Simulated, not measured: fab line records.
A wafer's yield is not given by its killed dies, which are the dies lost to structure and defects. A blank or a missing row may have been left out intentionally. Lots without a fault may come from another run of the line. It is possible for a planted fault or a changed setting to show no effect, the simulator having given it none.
The tool behind it: which one? | flow gf180mcu | 15 lots with 45 wafers sampled at 6 steps, on a route of 602 steps

== WHAT EACH GAUGE READ, for each wafer ==
GF_PSD_RS_MEAS_14: uses a four-point probe to measure.
lot  | measured     | on            | NSD_RS (ohm/sq)
L503 | day 15 06:32 | film-metro-03 | 46.09 46.17 46.05
L504 | day 15 17:23 | film-metro-03 | 46.13 46.04 46.19
L505 | day 16 09:21 | film-metro-01 | 46.15 46.10 46.06
L506 | day 16 19:04 | film-metro-02 | 46.11 46.13 46.00
L508 | day 17 03:01 | film-metro-01 | 46.08 46.14 46.09
L509 | day 17 14:23 | film-metro-02 | 46.24 46.27 46.15
L510 | day 17 20:44 | film-metro-03 | 46.11 46.08 46.11
L511 | day 18 00:48 | film-metro-03 | 46.24 46.13 46.20
L512 | day 18 18:24 | film-metro-01 | 46.10 45.99 46.03
L514 | day 19 06:09 | film-metro-01 | 46.21 46.06 46.24
L517 | day 20 03:25 | film-metro-03 | 46.29 46.29 46.22
L520 | day 21 09:53 | film-metro-02 | 53.11 53.07 53.13
L521 | day 21 13:05 | film-metro-01 | 53.07 53.02 53.10
L522 | day 21 16:15 | film-metro-02 | 53.15 53.07 53.11
L523 | day 22 07:49 | film-metro-02 | 46.23 46.39 46.32

GF_SAB_THK_MEAS_01.
lot  | measured     | on            | SAB_CVD_00_THK (nm)
L503 | day 15 06:48 | film-metro-02 | 49.4 49.1 50.4
L504 | day 15 17:37 | film-metro-04 | 50.0 49.9 49.7
L505 | day 16 09:36 | film-metro-02 | 48.4 50.8 49.1
L506 | day 16 19:19 | film-metro-04 | 49.9 50.5 50.1
L508 | day 17 03:16 | film-metro-02 | 50.5 49.2 50.6
L509 | day 17 14:38 | film-metro-04 | 50.0 50.2 50.1
L510 | day 17 20:59 | film-metro-04 | 49.2 49.9 49.9
L511 | day 18 01:04 | film-metro-02 | 50.3 51.2 51.2
L512 | day 18 18:40 | film-metro-04 | 49.7 50.9 49.2
L514 | day 19 06:24 | film-metro-02 | 49.9 51.5 50.7
L517 | day 20 03:40 | film-metro-02 | 49.2 50.7 51.2
L523 | day 22 08:04 | film-metro-04 | 49.3 50.1 50.6

GF_M1_CD_MEAS_14 targets a cd of 230 nm.
lot  | measured     | on        | cd-nm (nm)
L503 | day 18 04:30 | cd-sem-02 | 230.6 230.6 231.6
L504 | day 18 20:28 | cd-sem-01 | 231.9 230.5 230.8
L505 | day 19 07:31 | cd-sem-01 | 228.8 229.8 229.5
L506 | day 19 18:05 | cd-sem-01 | 228.7 228.1 228.5
L508 | day 20 04:27 | cd-sem-02 | 232.8 232.6 231.7
L509 | day 20 15:56 | cd-sem-02 | 230.2 230.2 229.9
L510 | day 20 23:17 | cd-sem-02 | 230.4 231.0 230.2
L511 | day 21 04:12 | cd-sem-02 | 230.4 229.9 230.5
L512 | day 21 21:18 | cd-sem-02 | 229.0 229.4 229.6
L514 | day 22 09:01 | cd-sem-02 | 232.2 231.3 230.9
L517 | day 23 06:55 | cd-sem-02 | 230.9 230.7 229.3
L523 | day 25 05:53 | cd-sem-01 | 231.7 230.3 231.1

== WHAT TOOL EACH LOT RAN ON (gives the tool, then ch and the chambers of the sampled wafers, and finally the start) ==
lot  | GF_NSD_IMPLANT_10               | GF_NSD_STRIP_11                      | GF_M1_SPUTTER_04
L503 | implanter-03 ch 0, day 14 08:52 | plasma-asher-04 ch 0,1, day 14 09:01 | pvd-sputter-02, day 17 05:24
L504 | implanter-02 ch 0, day 14 19:21 | plasma-asher-03 ch 0,1, day 14 19:28 | pvd-sputter-01, day 17 21:02
L505 | implanter-02 ch 0, day 15 10:14 | plasma-asher-02 ch 0,1, day 15 10:22 | pvd-sputter-03, day 18 08:02
L506 | implanter-02 ch 0, day 15 20:15 | plasma-asher-03 ch 0,1, day 15 20:23 | pvd-sputter-03, day 18 18:13
L508 | implanter-03 ch 0, day 16 04:54 | plasma-asher-04 ch 0,1, day 16 05:03 | pvd-sputter-01, day 19 03:47
L509 | implanter-02 ch 0, day 16 17:06 | plasma-asher-02 ch 0,1, day 16 17:14 | pvd-sputter-02, day 19 15:40
L510 | implanter-03 ch 0, day 16 23:01 | plasma-asher-02 ch 0,1, day 16 23:08 | pvd-sputter-01, day 19 22:58
L511 | implanter-03 ch 0, day 17 02:25 | plasma-asher-02 ch 0,1, day 17 02:34 | pvd-sputter-01, day 20 03:19
L512 | implanter-04 ch 0, day 17 18:15 | plasma-asher-03 ch 0,1, day 17 18:24 | pvd-sputter-01, day 20 21:17
L514 | implanter-04 ch 0, day 18 05:26 | plasma-asher-03 ch 0,1, day 18 05:33 | pvd-sputter-02, day 21 09:17
L517 | implanter-02 ch 0, day 19 02:52 | plasma-asher-03 ch 0,1, day 19 03:00 | pvd-sputter-02, day 22 07:35
L520 | implanter-03, day 20 08:55      | plasma-asher-03 ch 0,1, day 20 09:02 | -
L521 | implanter-04, day 20 12:04      | plasma-asher-04 ch 0,1, day 20 12:13 | -
L522 | implanter-02, day 20 15:15      | plasma-asher-03 ch 0,1, day 20 15:24 | -
L523 | implanter-04 ch 0, day 21 07:29 | plasma-asher-03 ch 0,1, day 21 07:37 | pvd-sputter-02, day 24 08:23
- GF_NSD_IMPLANT_10
- GF_NSD_STRIP_11: strips in O2/N2.
- GF_M1_SPUTTER_04: material TiN, target thk 50 nm, time 41.7 s.

== WHAT THE TOOLS THEMSELVES READ (means of the sampled wafers that have a number; where no wafer has one, the mark that the record gives instead) ==
GF_NSD_IMPLANT_10.
lot  | tool         | beam-energy-keV | beam-on-s (s) | end-station-pressure-torr (Torr) | tilt-deg (degrees)
L503 | implanter-03 | 40.005          | 10.16         | 7.8e-06                          | 6.992
L504 | implanter-02 | 40.002          | 9.89          | 7.2e-06                          | 6.995
L505 | implanter-02 | 40.008          | 10.13         | 7.4e-06                          | 7.007
L506 | implanter-02 | 40.011          | 9.86          | 7.6e-06                          | 7.029
L508 | implanter-03 | 40.009          | 9.91          | 7.2e-06                          | 6.998
L509 | implanter-02 | 39.997          | 9.86          | 7.4e-06                          | 7.009
L510 | implanter-03 | 40.005          | 9.66          | 7.8e-06                          | 7.009
L511 | implanter-03 | 40.008          | 9.99          | 7.4e-06                          | 7.002
L512 | implanter-04 | 39.996          | 9.96          | 7.2e-06                          | 6.998
L514 | implanter-04 | 39.997          | 9.83          | 7.3e-06                          | 6.989
L517 | implanter-02 | 40.003          | 9.74          | 7.3e-06                          | 6.985
L520 | implanter-03 | -               | -             | -                                | -
L521 | implanter-04 | -               | -             | -                                | -
L522 | implanter-02 | -               | -             | -                                | -
L523 | implanter-04 | 39.963          | 10.06         | 7.3e-06                          | 7.011

GF_NSD_STRIP_11.
lot  | tool            | drypump-motor-current-A (A) | heater-power-w (W) | n2-flow-sccm (sccm) | oes-product-au (a.u.) | strip-time-to-endpoint-s (s)
L503 | plasma-asher-04 | 5.6                         | 410                | 301.0               | 0.483                 | 22.90
L504 | plasma-asher-03 | 5.9                         | 375                | 300.4               | 0.486                 | 22.98
L505 | plasma-asher-02 | 6.1                         | 335                | 300.1               | 0.487                 | 22.98
L506 | plasma-asher-03 | 5.7                         | 372                | 299.9               | 0.489                 | 22.96
L508 | plasma-asher-04 | 5.7                         | 404                | 300.2               | 0.485                 | 22.94
L509 | plasma-asher-02 | 6.4                         | 333                | 300.8               | 0.489                 | 22.98
L510 | plasma-asher-02 | 6.4                         | 339                | 300.8               | 0.489                 | 22.98
L511 | plasma-asher-02 | 6.4                         | 344                | 300.6               | 0.487                 | 22.98
L512 | plasma-asher-03 | 5.7                         | 380                | 299.5               | 0.490                 | 22.95
L514 | plasma-asher-03 | 5.9                         | 373                | 299.6               | 0.484                 | 22.92
L517 | plasma-asher-03 | 5.9                         | 378                | 300.3               | 0.490                 | 22.91
L520 | plasma-asher-03 | 5.7                         | 363                | 300.4               | 0.491                 | 22.46
L521 | plasma-asher-04 | 5.7                         | 404                | 300.8               | 0.489                 | 22.42
L522 | plasma-asher-03 | 5.6                         | 365                | 300.6               | 0.492                 | 22.40
L523 | plasma-asher-03 | 5.9                         | 378                | 299.4               | 0.484                 | 22.99

GF_M1_SPUTTER_04.
lot  | tool           | throttle-valve-pct (%)
L503 | pvd-sputter-02 | 30.8
L504 | pvd-sputter-01 | 30.8
L505 | pvd-sputter-03 | 29.6
L506 | pvd-sputter-03 | 29.3
L508 | pvd-sputter-01 | 31.1
L509 | pvd-sputter-02 | 31.0
L510 | pvd-sputter-01 | 31.4
L511 | pvd-sputter-01 | 31.2
L512 | pvd-sputter-01 | 31.0
L514 | pvd-sputter-02 | 30.7
L517 | pvd-sputter-02 | 31.0
L523 | pvd-sputter-02 | 30.6

== THE ANSWER, worked out from the rows above alone ==
Rule: what is usual is taken from the lots themselves. The widest of any qualifying gaps counts: lots, ordered by their means at a reading, are off when they make up no more than a third of the lots, leave a main group of 4 or more, and stand apart from it by 3 or more times the standard deviation of that group's means. The tables above print the reading to a certain number of digits; a main group whose means all agree to those digits is not used. Also off: a lot with no number at a reading for which 4 or more lots have one. All remaining lots with rows at the step are treated as sound. The gauges are gone through in route order, then the tools' own readings, and for those a lot's mean is taken as printed above. At the first step where some lot is off, the reading lying furthest off is the one used; lots without a number count as furthest.
Off: at GF_PSD_RS_MEAS_14 (NSD_RS), L520, L521, L522. For the main group the mean is 46.15 ohm/sq and the standard deviation 0.079.
A tool fits if, at a process step before that reading, it ran every lot that is off, and no sound lot after the first of them. Not tried: the gauges at GF_PSD_RS_MEAS_14; whatever is off there is also off at GF_NSD_IMPLANT_10, on other tools, and gauge error can't account for it. Not one of the candidates tried fits.

== WHAT WAS PUT IN BY THE SIMULATOR ==
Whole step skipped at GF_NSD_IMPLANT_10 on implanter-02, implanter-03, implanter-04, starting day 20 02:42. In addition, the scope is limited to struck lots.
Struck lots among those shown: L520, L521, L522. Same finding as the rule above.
